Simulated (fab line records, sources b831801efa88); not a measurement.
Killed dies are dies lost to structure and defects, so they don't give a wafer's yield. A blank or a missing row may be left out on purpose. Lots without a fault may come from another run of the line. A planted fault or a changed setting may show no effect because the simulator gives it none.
Which tool did it? | flow sfq_line | 13 lots, 39 wafers sampled, at 2 steps of a route of 325

WHAT THE GAUGES READ, wafer by wafer
SFQ_C5_OVL_MEAS_937. Usual: C5_OVL 4 nm, standard deviation 4.9.
lot  | measured     | on         | C5_OVL (nm) | flag
L617 | day 65 07:55 | overlay-02 | 4 0 8       |
L618 | day 70 11:26 | overlay-01 | 4 6 -2      |
L619 | day 70 13:50 | overlay-02 | 5 -2 1      |
L620 | day 70 16:14 | overlay-02 | 13 15 17    |
L622 | day 70 22:14 | overlay-02 | 3 6 9       |
L623 | day 71 00:38 | overlay-02 | 12 15 7     |
L626 | day 71 09:02 | overlay-02 | 4 8 2       |
L633 | day 72 15:44 | overlay-02 | 5 -1 3      |
L634 | day 72 21:43 | overlay-01 | -1 5 4      |
L636 | day 73 08:53 | overlay-02 | -8 -6 -8    |
L638 | day 73 14:53 | overlay-02 | 3 4 4       |
L639 | day 73 16:13 | overlay-02 | 13 10 8     |
L640 | day 73 17:25 | overlay-02 | -1 -1 4     |

SFQ_M7_RS_MEAS_943: measures by four-point-probe. Usual: M7_NB_RS 0.892 ohm/sq, standard deviation 0.0083.
lot  | measured     | on            | M7_NB_RS (ohm/sq) | flag
L617 | day 70 04:08 | film_metro-01 | 0.890 0.887 0.894 |
L618 | day 74 19:37 | film_metro-04 | 0.892 0.884 0.893 |
L619 | day 75 00:22 | film_metro-04 | 0.908 0.882 0.896 |
L620 | day 75 02:46 | film_metro-04 | 0.893 0.904 0.901 |
L622 | day 75 08:47 | film_metro-04 | 0.882 0.895 0.893 |
L623 | day 75 12:25 | film_metro-04 | 0.892 0.896 0.895 |
L626 | day 75 17:34 | film_metro-03 | 0.898 0.881 0.883 |
L633 | day 80 04:11 | film_metro-04 | 0.893 0.884 0.886 |
L634 | day 80 06:22 | film_metro-03 | 0.891 0.887 0.883 |
L636 | day 80 17:09 | film_metro-01 | 0.894 0.881 0.883 |
L638 | day 81 01:04 | film_metro-04 | 0.899 0.903 0.908 |
L639 | day 81 02:17 | film_metro-03 | 0.898 0.900 0.911 |
L640 | day 81 03:29 | film_metro-01 | 0.885 0.895 0.896 |

WHICH TOOL RAN EACH LOT (tool, then ch and the chambers of the sampled wafers, then the start)
The record holds no process step before these readings.

WHAT THE TOOLS THEMSELVES READ (means of the sampled wafers that have a number; where no wafer has one, the mark that the record gives instead)
The record holds no such reading with a usual standard deviation.

THE ANSWER, worked out from the rows above alone
Rule: a lot is off if the mean of its wafers that have a number lies more than 3 standard deviations from the usual mean. A lot without any number at a reading at which 4 lots or more have one is off too. The other lots that the step has rows for count as sound. The gauges are gone through in route order, then the tools' own readings, and for those a lot's mean is taken as printed above. The first step at which some lot is off is used, and at that step the reading that is off furthest; a lot without a number counts as furthest.
No lot is off at any reading shown: from this, nothing can be told.

WHAT THE SIMULATOR HAD PUT IN
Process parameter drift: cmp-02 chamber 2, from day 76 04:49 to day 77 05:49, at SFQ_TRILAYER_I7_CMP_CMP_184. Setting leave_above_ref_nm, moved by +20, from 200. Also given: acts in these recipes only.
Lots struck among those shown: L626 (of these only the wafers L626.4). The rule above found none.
